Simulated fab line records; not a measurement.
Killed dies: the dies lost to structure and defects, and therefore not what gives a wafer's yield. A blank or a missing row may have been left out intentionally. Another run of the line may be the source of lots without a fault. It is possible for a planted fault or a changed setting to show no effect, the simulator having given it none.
The tool behind it: which one? || flow gf180mcu || 11 lots with 33 wafers sampled at 2 steps, on a route of 602 steps

== WHAT THE GAUGES SHOWED, per wafer ==
GF_STI_THK_MEAS_30.
{"lot": "L958", "measured": "day 2 06:58", "on": "film metro-03", "STI_OXIDATION_02_THK (nm)": "9.79 10.02 9.82"}
{"lot": "L959", "measured": "day 2 12:37", "on": "film metro-03", "STI_OXIDATION_02_THK (nm)": "10.28 10.29 10.21"}
{"lot": "L960", "measured": "day 2 16:14", "on": "film metro-03", "STI_OXIDATION_02_THK (nm)": "9.82 9.80 9.92"}
{"lot": "L961", "measured": "day 2 21:43", "on": "film metro-04", "STI_OXIDATION_02_THK (nm)": "9.99 9.86 10.07"}
{"lot": "L962", "measured": "day 3 03:14", "on": "film metro-02", "STI_OXIDATION_02_THK (nm)": "10.19 9.88 10.19"}
{"lot": "L963", "measured": "day 3 09:12", "on": "film metro-04", "STI_OXIDATION_02_THK (nm)": "10.31 10.56 10.50"}
{"lot": "L971", "measured": "day 5 02:52", "on": "film metro-02", "STI_OXIDATION_02_THK (nm)": "12.51 12.59 12.44"}
{"lot": "L972", "measured": "day 5 09:36", "on": "film metro-02", "STI_OXIDATION_02_THK (nm)": "12.60 12.69 12.62"}
{"lot": "L974", "measured": "day 5 17:03", "on": "film metro-03", "STI_OXIDATION_02_THK (nm)": "10.09 10.15 10.19"}
{"lot": "L976", "measured": "day 6 04:04", "on": "film metro-02", "STI_OXIDATION_02_THK (nm)": "10.01 9.97 9.91"}
{"lot": "L978", "measured": "day 6 14:26", "on": "film metro-03", "STI_OXIDATION_02_THK (nm)": "9.91 9.92 9.71"}

== EACH LOT AND THE TOOL THAT RAN IT (in order: tool; ch and the chambers of the sampled wafers; start) ==
{"lot": "L958", "GF_STI_OXIDATION_29": "furnace-01 ch 0, day 2 05:34"}
{"lot": "L959", "GF_STI_OXIDATION_29": "furnace-02 ch 0, day 2 11:12"}
{"lot": "L960", "GF_STI_OXIDATION_29": "furnace-01 ch 0, day 2 14:50"}
{"lot": "L961", "GF_STI_OXIDATION_29": "furnace-02 ch 0, day 2 20:17"}
{"lot": "L962", "GF_STI_OXIDATION_29": "furnace-02 ch 0, day 3 01:50"}
{"lot": "L963", "GF_STI_OXIDATION_29": "furnace-02 ch 0, day 3 07:48"}
{"lot": "L971", "GF_STI_OXIDATION_29": "furnace-01 ch 0, day 5 01:28"}
{"lot": "L972", "GF_STI_OXIDATION_29": "furnace-01 ch 0, day 5 08:11"}
{"lot": "L974", "GF_STI_OXIDATION_29": "furnace-02 ch 0, day 5 15:39"}
{"lot": "L976", "GF_STI_OXIDATION_29": "furnace-02 ch 0, day 6 02:40"}
{"lot": "L978", "GF_STI_OXIDATION_29": "furnace-02 ch 0, day 6 13:01"}
- GF_STI_OXIDATION_29: stabilise 600 s, purge 300 s, target thk 10 nm.

== THE ANSWER, worked out from the rows above alone ==
Rule: the usual values come from the lots themselves. Put in order of their means at a reading, lots are off if they are a third of the lots or fewer, leave a main group of 4 or more, and stand apart from it by a gap of 3 or more times the standard deviation of the main group's means; of several such gaps the widest counts. Not used: any main group whose means are identical at the precision the tables above print for the reading. Also off: a lot with no number at a reading for which 4 or more lots have one. Where the step has rows for the other lots, those lots are counted as sound.
Off: at GF_STI_THK_MEAS_30 (STI_OXIDATION_02_THK), L971, L972. For the main group the mean is 10.05 nm and the standard deviation 0.2.
A tool fits if, at a process step before that reading, it ran every lot that is off, and no sound lot after the first of them. Those tools and the gauges at GF_STI_THK_MEAS_30 are tried in the same way. One fits: GF_STI_OXIDATION_29 on furnace-01. A fault onset in the window from L960 (day 2 14:50, its last sound lot) to L971 (day 5 01:28, its first lot off) fits.

== WHAT HAD BEEN PUT IN BY THE SIMULATOR ==
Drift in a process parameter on furnace-01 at GF_STI_OXIDATION_29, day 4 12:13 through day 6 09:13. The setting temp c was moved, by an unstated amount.
Shown lots that were struck: L971, L972. The rule given above showed the same thing.
